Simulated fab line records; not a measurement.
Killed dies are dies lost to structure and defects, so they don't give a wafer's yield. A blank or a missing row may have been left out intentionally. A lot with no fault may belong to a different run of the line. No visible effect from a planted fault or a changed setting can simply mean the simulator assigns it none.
Problem report, 8D (eight disciplines) form, completed by code :: flow sky130 :: the parts of the form that need people (team, actions taken, sign-off) are left out

== 1. WHAT IS WRONG ==
LOCAL_INTERCONNECT_TIN_RS at SKY_LOCAL_INTERCONNECT_RS_MEAS_01 reads a mean of 11.10 ohm/sq on 2 wafers of 1 lot; wafers without a fault read 14.21 ohm/sq with a standard deviation of 0.19. Relative to the usual mean, that is a shift of -16 standard deviations.
The step: measures by four-point-probe.
Earliest sighting: wafer L848.4 on film_metro-04 at day 34 18:37. The record holds 36 wafers of 12 lots with a number at this step. Rule for "out", or "out of limits": more than 4 standard deviations from the usual mean. All remaining wafers that have a number are taken as sound.

== 2. WHAT IT IS, WHAT IT ISN'T ==
question: which readings at this step
is: LOCAL_INTERCONNECT_TIN_RS
is not: -

question: which lots
is: L848
is not: L831, L832, L833, L834, L835, L836, L837, L838, L847, L852, L853

question: which wafers of those lots
is: L848.4, L848.5
is not: L848.3

question: read on which gauges
is: film_metro-04
is not: film_metro-02, film_metro-03

question: when
is: from day 34 18:37
is not: up to then (28 sound wafers); but 6 sound wafers of L852, L853 came after

== 3. THE SUSPECTS, EACH WITH WHAT RULES IT OUT ==
Counting: if a tool at a process step up to the reading ran every lot that is out, it stays a suspect. Sound lots after the first of them don't rule it out here, since some wafers of a struck lot are sound.
- the gauge at SKY_LOCAL_INTERCONNECT_RS_MEAS_01 has been ruled out. All the wafers that are out were read on film_metro-04, but those of them that SKY_LOCAL_INTERCONNECT_SPUTTER_00 has rows for are out there too, on other tools.
- pvd_sputter-01 at SKY_LOCAL_INTERCONNECT_SPUTTER_00 (material TiN, target thk 100 nm, time 83.3 s): kept. L848, the lot that is out, went through it at day 34 18:31; up to then, the latest sound lot through it was L837 at day 31 14:59. On those wafers its own readings are out: cathode_dc_power_W.
The count leaves pvd_sputter-01 at SKY_LOCAL_INTERCONNECT_SPUTTER_00.

== 4. THE CAUSE (what the simulator had put in) ==
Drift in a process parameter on pvd_sputter-01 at SKY_LOCAL_INTERCONNECT_SPUTTER_00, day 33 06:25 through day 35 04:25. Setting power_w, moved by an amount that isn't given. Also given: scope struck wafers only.
After counting, this tool was the only one left.

== 5. THE EFFECT CHAIN, in route order ==
Rows list readings where the struck wafers' mean (over those with a number) sits beyond 3 standard deviations from the usual. Only readings for which the record gives a usual standard deviation are gone through. hours: the time from each lot's start at the first step in this table that gives one to its start at this step, as a median over the lots. sigmas: the change in usual standard deviations.
hours: 0
step: SKY_LOCAL_INTERCONNECT_SPUTTER_00
reading: cathode_dc_power_W
usual: 6499.8 W
on struck wafers: 8183.5
change: +1683.7
sigmas: +99 or more

hours: 0
step: SKY_LOCAL_INTERCONNECT_RS_MEAS_01
reading: LOCAL_INTERCONNECT_TIN_RS
usual: 14.21 ohm/sq
on struck wafers: 11.10
change: -3.11
sigmas: -16

hours: 0
step: SKY_LOCAL_INTERCONNECT_THK_MEAS_02
reading: LOCAL_INTERCONNECT_TIN_THK
usual: 97.9 nm
on struck wafers: 124.4
change: +26.5
sigmas: +20

hours: 27
step: SKY_LOCAL_INTERCONNECT_METAL_ETCH_14
reading: oes_product_au
usual: 0.938 a.u.
on struck wafers: 0.978
change: +0.040
sigmas: +4.8
Process steps it contains:
- SKY_LOCAL_INTERCONNECT_SPUTTER_00: material TiN, target thk 100 nm, time 83.3 s.
- SKY_LOCAL_INTERCONNECT_METAL_ETCH_14: etches TiN in Cl2/BCl3, stops on PSG, target depth 110 nm, time 31.4 s.

== 6. HOW IT WOULD HAVE BEEN CAUGHT EARLIER ==
The first out-of-limits reading at a measuring or inspecting step in this record came at day 34 18:37, 36 hours after the fault's start at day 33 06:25.
Tool's own readings at SKY_LOCAL_INTERCONNECT_SPUTTER_00, cathode_dc_power_W: out on all struck wafers the step has rows for; an alarm limit on them would have tripped on the first.
All the lots that are out (1) had begun SKY_LOCAL_INTERCONNECT_SPUTTER_00 on pvd_sputter-01 by day 34 18:37. Holding the tool at that point would not have protected any of them.
